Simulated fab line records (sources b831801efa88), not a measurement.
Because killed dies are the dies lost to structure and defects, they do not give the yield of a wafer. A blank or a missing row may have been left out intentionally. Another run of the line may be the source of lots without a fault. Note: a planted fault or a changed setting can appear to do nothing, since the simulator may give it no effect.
fab line records ; flow gf180mcu
record: lots: 6; wafers: 18; lastDay: 33
route steps=602 shown V3@440 M4@456
lots untouched by any fault: they come from a run of this same line in which no faults occurred
startH: the number of hours between the record's first day and the start of the first shown wafer of the lot ; waitH: hours from the lot's prior step to this one ; " the same as in the row above ; L1.1+2: a row that stands for several wafers ; - value missing, or start not given ; * or withheld: withheld ; < > ~ a bound
route shown NAME@n: names a module that has steps shown in the file, with the first one's number in the route ; usual: mean and standard deviation over wafers with no fault ; same: alike in all rows ; chamber/n: place in a boat ; sites: readings site by site ; _std_site: how widely they spread, as a standard deviation ; _edge_site: the outer-site mean with the inner-site mean subtracted ; radiusMm: for every site, how far away it sits from the centre of the wafer ; mask NAME#n: copy n ; behind: the most recent tool/chamber to have shaped the wafer ; hold: why the lot went on hold/how many hours it stayed there/how the hold came to an end ; device: which transistor (n, p or np) failed to switch ; end of line: tests of these same wafers at the route's end ; a step with no rows: only its recipe ; killed: not the wafer's yield, but the dies lost to structure and defects at the first sort ; map: the dies of a wafer, with x for killed, . for not killed, _ for no die there
set.NAME: the setting that was run; set.NAME@STEP: the one run at that earlier step ; model.NAME: the simulator's own value behind a step, which no gauge read
lots at some steps of the route; a table a step, a row a wafer
services: the hour from which a tool's chamber was out of use, counted from the record's first day as startH (under 0 if before that day), plus the number of hours and why
== steps ==
step: GF_V3_EXPOSE_11
recipe: maskId: Via3; targetCdNm: 260; na: 0.68; sourceShape: conventional; sigmaOuter: 0.6; doseMj: 38
step: GF_V3_PEB_12
recipe: pebTempC: 135; pebTimeS: 90; resist: KrF
step: GF_V3_DEVELOP_13
recipe: developTimeS: 60; resist: KrF; devTempC: 21
step: GF_V3_CD_MEAS_14
recipe: targetCdNm: 260
usual: cdNm: 260.0/1.2
lot.wafer;tool;chamber;startH;waitH;cdNm
L411.3;cdSem-01;-;518.24;0.1;261.3
L411.4;cdSem-01;-;518.24;0.1;261.0
L411.5;cdSem-01;-;518.24;0.1;260.9
L417.2;cdSem-02;-;575.72;0.1;261.0
L417.4;cdSem-02;-;575.72;0.1;259.9
L417.5;cdSem-02;-;575.72;0.1;260.3
L418.3;cdSem-02;-;585.44;0.1;261.2
L418.4;cdSem-02;-;585.44;0.1;258.9
L418.5;cdSem-02;-;585.44;0.1;260.6
L426.1;cdSem-02;-;641.20;0.1;261.9
L426.2;cdSem-02;-;641.20;0.1;260.0
L426.6;cdSem-02;-;641.20;0.1;260.3
L428.2;cdSem-02;-;652.23;0.1;260.3
L428.3;cdSem-02;-;652.23;0.1;258.7
L428.4;cdSem-02;-;652.23;0.1;258.1
L431.2;cdSem-01;-;668.33;0.1;259.9
L431.5;cdSem-01;-;668.33;0.1;259.5
L431.6;cdSem-01;-;668.33;0.1;259.5
step: GF_V3_OVL_MEAS_15
usual: V3_OVL: -2/7
lot.wafer;tool;chamber;startH;waitH;V3_OVL[nm]
L411.3;overlay-01;-;518.33;0.1;3
L411.4;overlay-01;-;518.33;0.1;-11
L411.5;overlay-01;-;518.33;0.1;2
L417.2;overlay-02;-;575.83;0.1;-16
L417.4;overlay-02;-;575.83;0.1;-6
L417.5;overlay-02;-;575.83;0.1;-7
L418.3;overlay-02;-;585.53;0.1;19
L418.4;overlay-02;-;585.53;0.1;9
L418.5;overlay-02;-;585.53;0.1;8
L426.1;overlay-02;-;641.32;0.1;-5
L426.2;overlay-02;-;641.32;0.1;-1
L426.6;overlay-02;-;641.32;0.1;-1
L428.2;overlay-01;-;652.33;0.1;3
L428.3;overlay-01;-;652.33;0.1;-6
L428.4;overlay-01;-;652.33;0.1;1
L431.2;overlay-01;-;668.43;0.1;-7
L431.5;overlay-01;-;668.43;0.1;-6
L431.6;overlay-01;-;668.43;0.1;1
step: GF_V3_ETCH_16
recipe: chemistry: N2/H2; targetDepthA: withheld; overetchA: withheld; timeS: withheld; target: BARC; ionEnergyEv: 200; sourceW: 512.7; biasW: 100; pressureMtorr: 30; n2FlowSccm: 100; h2FlowSccm: 200
usual: drypumpMotorCurrentA: 5.8/0.58; oesProductAu: 0.855/0.0045; throttleValvePct: 13.224/0.0094
lot.wafer;tool;chamber;startH;waitH;drypumpMotorCurrentA;oesProductAu;throttleValvePct
L411.3;rieDiel-03;3;518.36;0.0;6.4;0.856;13.212
L411.4;rieDiel-03;1;518.36;0.0;4.8;0.851;13.221
L411.5;rieDiel-03;3;518.36;0.0;6.4;0.848;13.225
L417.2;rieDiel-01;2;575.86;0.0;5.4;0.853;13.234
L417.4;rieDiel-01;0;575.86;0.0;6.4;0.859;13.238
L417.5;rieDiel-01;0;575.86;0.0;6.4;0.858;13.228
L418.3;rieDiel-03;2;585.56;0.0;6.3;0.855;13.212
L418.4;rieDiel-03;3;585.56;0.0;6.4;0.857;13.219
L418.5;rieDiel-03;0;585.56;0.0;5.4;0.852;13.208
L426.1;rieDiel-03;0;641.36;0.0;5.4;0.851;13.208
L426.2;rieDiel-03;1;641.36;0.0;4.8;0.855;13.238
L426.6;rieDiel-03;3;641.36;0.0;6.4;0.853;13.230
L428.2;rieDiel-03;2;652.36;0.0;6.2;0.859;13.209
L428.3;rieDiel-03;1;652.36;0.0;4.8;0.847;13.226
L428.4;rieDiel-03;3;652.36;0.0;6.4;0.853;13.228
L431.2;rieDiel-01;1;668.46;0.0;5.3;0.859;13.227
L431.5;rieDiel-01;0;668.46;0.0;6.3;0.856;13.219
L431.6;rieDiel-01;1;668.46;0.0;5.3;0.863;13.234
step: GF_V3_ETCH_17
recipe: chemistry: C4F8/O2/Ar; maskMaterial: KrF; target: SiO2; stopOn: TiN; sourceW: 1500; biasW: 1200; pressureMtorr: 40; c4f8FlowSccm: withheld; O2_flow_sccm: 6; Ar_flow_sccm: 300; timeS: withheld; targetDepthA: 6350
usual: oesProductAu: 0.860/0.0049
lot.wafer;tool;chamber;startH;waitH;oesProductAu
L411.3;rieDiel-03;3;-;-;0.861
L411.4;rieDiel-03;1;-;-;0.862
L411.5;rieDiel-03;3;-;-;0.858
L417.2;rieDiel-01;2;-;-;0.866
L417.4;rieDiel-01;0;-;-;0.862
L417.5;rieDiel-01;0;-;-;0.854
L418.3;rieDiel-03;2;-;-;0.864
L418.4;rieDiel-03;3;-;-;0.866
L418.5;rieDiel-03;0;-;-;0.864
L426.1;rieDiel-03;0;-;-;0.859
L426.2;rieDiel-03;1;-;-;0.866
L426.6;rieDiel-03;3;-;-;0.857
L428.2;rieDiel-03;2;-;-;0.859
L428.3;rieDiel-03;1;-;-;0.859
L428.4;rieDiel-03;3;-;-;0.856
L431.2;rieDiel-01;1;-;-;0.857
L431.5;rieDiel-01;0;-;-;0.858
L431.6;rieDiel-01;1;-;-;0.866
step: GF_V3_STRIP_18
recipe: chemistry: O2/N2; powerW: 1400; pressureMtorr: 1500; platenTempC: 250; o2FlowSccm: 3000; n2FlowSccm: 300; overashFraction: 0.5
usual: drypumpMotorCurrentA: 5.9/0.36; heaterPowerW: 339/34; oesProductAu: 0.592/0.0049
lot.wafer;tool;chamber;startH;waitH;drypumpMotorCurrentA;heaterPowerW;oesProductAu;rfHoursCounterH
L411.3;plasmaAsher-01;0;518.52;-;5.4;366;0.592;-
L411.4;plasmaAsher-01;1;518.52;-;6.0;306;0.601;-
L411.5;plasmaAsher-01;0;518.52;-;5.4;363;0.584;-
L417.2;plasmaAsher-03;1;575.99;-;6.4;329;0.596;80
L417.4;plasmaAsher-03;0;575.99;-;5.8;337;0.596;-
L417.5;plasmaAsher-03;0;575.99;-;5.8;342;0.596;-
L418.3;plasmaAsher-03;0;585.72;-;5.8;331;0.581;-
L418.4;plasmaAsher-03;1;585.72;-;6.4;329;0.594;-
L418.5;plasmaAsher-03;1;585.72;-;6.4;329;0.592;-
L426.1;plasmaAsher-01;0;641.49;-;5.4;381;0.591;50
L426.2;plasmaAsher-01;1;641.49;-;6.0;302;0.596;50
L426.6;plasmaAsher-01;1;641.49;-;6.0;295;0.589;-
L428.2;plasmaAsher-01;0;652.49;-;5.4;367;0.587;52
L428.3;plasmaAsher-01;1;652.49;-;6.0;307;0.591;-
L428.4;plasmaAsher-01;0;652.49;-;5.4;380;0.597;-
L431.2;plasmaAsher-04;1;668.59;-;6.3;388;0.594;27
L431.5;plasmaAsher-04;1;668.59;-;6.2;384;0.592;-
L431.6;plasmaAsher-04;0;668.59;-;5.5;306;0.585;-
step: GF_V3_STRIP_19
recipe: chemistry: postEtchResidueRemover; timeS: 1200; tempC: 72.5
step: GF_V3_CLEAN_20
recipe: chemistry: DIW; dry: n2Spin
step: GF_V3_SPUTTER_21
recipe: material: Ti; targetThkNm: 15; chamberPressurePa: 5; powerW: 2500; substrateTempC: 200; timeS: 80.02
usual: throttleValvePct: 29.8/0.83
lot.wafer;tool;chamber;startH;waitH;throttleValvePct
L411.3;pvdSputter-02;-;519.06;0.0;28.4
L411.4;pvdSputter-02;-;519.06;0.0;31.3
L411.5;pvdSputter-02;-;519.06;0.0;29.5
L417.2;pvdSputter-03;-;576.53;0.0;30.1
L417.4;pvdSputter-03;-;576.53;0.0;29.1
L417.5;pvdSputter-03;-;576.53;0.0;29.8
L418.3;pvdSputter-03;-;586.25;0.0;29.8
L418.4;pvdSputter-03;-;586.25;0.0;29.1
L418.5;pvdSputter-03;-;586.25;0.0;29.5
L426.1;pvdSputter-03;-;642.02;0.0;30.3
L426.2;pvdSputter-03;-;642.02;0.0;30.2
L426.6;pvdSputter-03;-;642.02;0.0;30.0
L428.2;pvdSputter-04;-;653.03;0.0;29.3
L428.3;pvdSputter-04;-;653.03;0.0;28.2
L428.4;pvdSputter-04;-;653.03;0.0;30.6
L431.2;pvdSputter-04;-;669.16;0.0;28.6
L431.5;pvdSputter-04;-;669.16;0.0;28.3
L431.6;pvdSputter-04;-;669.16;0.0;29.5
step: GF_V3_SPUTTER_22
recipe: material: TiN; targetThkNm: 10; chamberPressurePa: 5; powerW: 4000; timeS: 40
step: GF_V3_CVD_23
recipe: material: W; targetThkNm: 350; timeS: 104.9; tempC: 400; pressureTorr: 40
usual: heaterPowerW: 845/35
lot.wafer;tool;chamber;startH;waitH;heaterPowerW;model.W_of_V3_CVD_23.thkNm
L411.3;cvdW-02;0;519.20;0.1;822;348.2
L411.4;cvdW-02;1;519.20;0.1;858;353.6
L411.5;cvdW-02;0;519.20;0.1;827;351.9
L417.2;cvdW-02;0;576.63;0.0;819;292.7
L417.4;cvdW-02;0;576.63;0.0;833;294.8
L417.5;cvdW-02;1;576.63;0.0;846;348.1
L418.3;cvdW-02;1;586.39;0.1;873;352.4
L418.4;cvdW-02;0;586.39;0.1;831;293.4
L418.5;cvdW-02;1;586.39;0.1;846;354.3
L426.1;cvdW-02;1;642.12;0.0;876;354.8
L426.2;cvdW-02;0;642.12;0.0;862;349.6
L426.6;cvdW-02;1;642.12;0.0;870;354
L428.2;cvdW-02;0;653.13;0.0;821;351.1
L428.3;cvdW-02;0;653.13;0.0;857;345.9
L428.4;cvdW-02;1;653.13;0.0;855;352.2
L431.2;cvdW-02;0;669.29;0.1;827;343.7
L431.5;cvdW-02;0;669.29;0.1;835;345.2
L431.6;cvdW-02;0;669.29;0.1;844;346.9
step: GF_V3_RS_MEAS_24
recipe: thkMeasGauge: four-point-probe; reads: W_of_V3_CVD_23+TiN_of_V3_SPUTTER_22+Ti_of_V3_SPUTTER_21
usual: V3_W_RS: 0.326/0.0049
lot.wafer;tool;chamber;startH;waitH;V3_W_RS[ohm/sq]
L411.3;filmMetro-01;-;519.31;0.1;0.329
L411.4;filmMetro-01;-;519.31;0.1;0.324
L411.5;filmMetro-01;-;519.31;0.1;0.326
L417.2;filmMetro-02;-;576.76;0.1;0.392
L417.4;filmMetro-02;-;576.76;0.1;0.390
L417.5;filmMetro-02;-;576.76;0.1;0.329
L418.3;filmMetro-01;-;586.50;0.1;0.326
L418.4;filmMetro-01;-;586.50;0.1;0.392
L418.5;filmMetro-01;-;586.50;0.1;0.324
L426.1;filmMetro-02;-;642.23;0.1;0.322
L426.2;filmMetro-02;-;642.23;0.1;0.328
L426.6;filmMetro-02;-;642.23;0.1;0.323
L428.2;filmMetro-02;-;653.26;0.1;0.326
L428.3;filmMetro-02;-;653.26;0.1;0.331
L428.4;filmMetro-02;-;653.26;0.1;0.326
L431.2;filmMetro-01;-;669.50;0.2;0.334
L431.5;filmMetro-01;-;669.50;0.2;0.332
L431.6;filmMetro-01;-;669.50;0.2;0.331
step: GF_V3_THK_MEAS_25
recipe: thkMeasGauge: xrf; reads: W_of_V3_CVD_23
usual: V3_W_THK: 358/8.3
lot.wafer;tool;chamber;startH;waitH;V3_W_THK[nm]
L411.3;filmMetro-01;-;519.41;0.1;349
L411.4;filmMetro-01;-;519.41;0.1;357
L411.5;filmMetro-01;-;519.41;0.1;356
L417.2;filmMetro-02;-;576.87;0.1;302
L417.4;filmMetro-02;-;576.87;0.1;304
L417.5;filmMetro-02;-;576.87;0.1;358
L418.3;filmMetro-01;-;586.60;0.1;352
L418.4;filmMetro-01;-;586.60;0.1;293
L418.5;filmMetro-01;-;586.60;0.1;355
L426.1;filmMetro-02;-;642.35;0.1;370
L426.2;filmMetro-02;-;642.35;0.1;365
L426.6;filmMetro-02;-;642.35;0.1;368
L428.2;filmMetro-02;-;653.37;0.1;362
L428.3;filmMetro-02;-;653.37;0.1;354
L428.4;filmMetro-02;-;653.37;0.1;365
L431.2;filmMetro-01;-;669.61;0.1;343
L431.5;filmMetro-01;-;669.61;0.1;346
L431.6;filmMetro-01;-;669.61;0.1;348
step: GF_V3_CMP_26
recipe: stopOn: SiO2; downForcePsi: 3.5; platenRpm: 60; tOverpolishS: 15; targetThkNm: 0; padVelocityMS: 0.94248
usual: motorCurrentA: 11.0/1; slurryFilterDpKPa: 13.46/0.13; timeToEndpointS: 86/3.5
lot.wafer;tool;chamber;startH;waitH;motorCurrentA;slurryFilterDpKPa;timeToEndpointS
L411.3;cmp-02;3;519.45;0.0;11.3;13.49;87
L411.4;cmp-02;1;519.45;0.0;10.0;13.17;81
L411.5;cmp-02;3;519.45;0.0;11.2;13.54;88
L417.4;cmp-01;1;576.97;0.1;10.7;13.45;76
L417.2;cmp-01;2;576.97;0.1;12.6;13.49;76
L417.5;cmp-01;0;576.97;0.1;12.2;13.48;89
L418.3;cmp-02;3;586.85;0.2;11.5;13.44;88
L418.4;cmp-02;0;586.85;0.2;10.9;13.60;78
L418.5;cmp-02;3;586.85;0.2;12.2;13.38;89
L426.2;cmp-01;3;642.41;0.0;10.4;13.42;92
L426.1;cmp-01;0;642.41;0.0;12.1;13.25;91
L426.6;cmp-01;3;642.41;0.0;10.2;13.35;92
L428.4;cmp-02;0;653.42;0.0;10.6;13.58;90
L428.3;cmp-02;2;653.42;0.0;9.6;13.51;84
L428.2;cmp-02;3;653.42;0.0;12.2;13.46;88
L431.2;cmp-01;1;669.81;0.2;10.5;13.70;84
L431.5;cmp-01;2;669.81;0.2;13.4;13.40;79
L431.6;cmp-01;3;669.81;0.2;10.4;13.50;85
step: GF_M4_SPUTTER_00
recipe: material: Ti; targetThkNm: 37.5; arrivingIonEnergyEv: 80; substrateTempC: 200; chamberPressurePa: 2; powerW: 4000; timeS: 150
usual: throttleValvePct: 30.0/0.98
lot.wafer;tool;chamber;startH;waitH;throttleValvePct
L411.3;pvdSputter-04;-;519.75;0.2;30.6
L411.4;pvdSputter-04;-;519.75;0.2;28.3
L411.5;pvdSputter-04;-;519.75;0.2;31.0
L417.2;pvdSputter-02;-;577.22;0.1;30.3
L417.4;pvdSputter-02;-;577.22;0.1;31.3
L417.5;pvdSputter-02;-;577.22;0.1;31.3
L418.3;pvdSputter-02;-;587.15;0.2;29.4
L418.4;pvdSputter-02;-;587.15;0.2;28.6
L418.5;pvdSputter-02;-;587.15;0.2;31.4
L426.1;pvdSputter-02;-;642.71;0.2;30.0
L426.2;pvdSputter-02;-;642.71;0.2;29.6
L426.6;pvdSputter-02;-;642.71;0.2;28.8
L428.2;pvdSputter-02;-;653.72;0.1;28.4
L428.3;pvdSputter-02;-;653.72;0.1;30.1
L428.4;pvdSputter-02;-;653.72;0.1;31.8
L431.2;pvdSputter-01;-;669.96;0.1;30.2
L431.5;pvdSputter-01;-;669.96;0.1;30.1
L431.6;pvdSputter-01;-;669.96;0.1;30.1
== services ==
tool;chamber;startH;hours;kind
rieDiel-03;2;498.58;1.9;repair
pvdSputter-04;-;499.24;3.4;repair
rieDiel-03;2;500.52;-;clean
rieDiel-03;2;500.52;25.1;scheduledDown
rieDiel-03;2;500.52;25.1;ventCycle
rieDiel-03;3;512.70;4.4;repair
rieDiel-01;0;524.85;9.9;repair
rieDiel-03;3;529.84;-;clean
cvdW-02;0;532.39;4.3;repair
cmp-01;-;534.60;1.0;repair
plasmaAsher-01;-;534.64;4.3;repair
pvdSputter-03;-;535.26;0.9;repair
pvdSputter-01;-;554.83;7.3;repair
plasmaAsher-03;-;557.37;1.0;repair
plasmaAsher-01;-;566.48;1.1;repair
cmp-01;-;572.21;4.0;pm
rieDiel-03;3;610.14;6.7;repair
rieDiel-03;2;611.53;1.4;repair
plasmaAsher-04;-;614.76;2.8;repair
pvdSputter-01;-;639.22;1.9;repair
pvdSputter-04;-;641.95;9.4;repair
pvdSputter-02;-;662.25;0.7;repair
cvdW-02;1;665.51;5.1;repair
rieDiel-03;2;668.59;2.5;repair
== key ==
firstSign: step: GF_V3_RS_MEAS_24; reading: V3_W_RS; direction: up; sigmas: 13; usual: 0.326; struck: 0.391
effect: step: GF_V3_THK_MEAS_25; reading: V3_W_THK; direction: down; sigmas: 7; usual: 358; struck: 300
effect: step: GF_V3_CMP_26; reading: timeToEndpointS; direction: down; sigmas: 2.8; usual: *; struck: *
modelEffect: step: GF_V3_CVD_23; value: W_of_V3_CVD_23.thkNm; without: 347.3; struck: 293.6
metAt GF_V3_CVD_23
struckWafers L417.2,L417.4,L418.4
onsetBetween 519.20 576.63
fault: kind: processParameterDrift; tool: cvdW-02; chamber: 0; onsetH: 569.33; steps: GF_V3_CVD_23; channel: targetThkNm; offset: -54.011; shape: step; endH: 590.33; actsIn: theseRecipesOnly; stated: 350
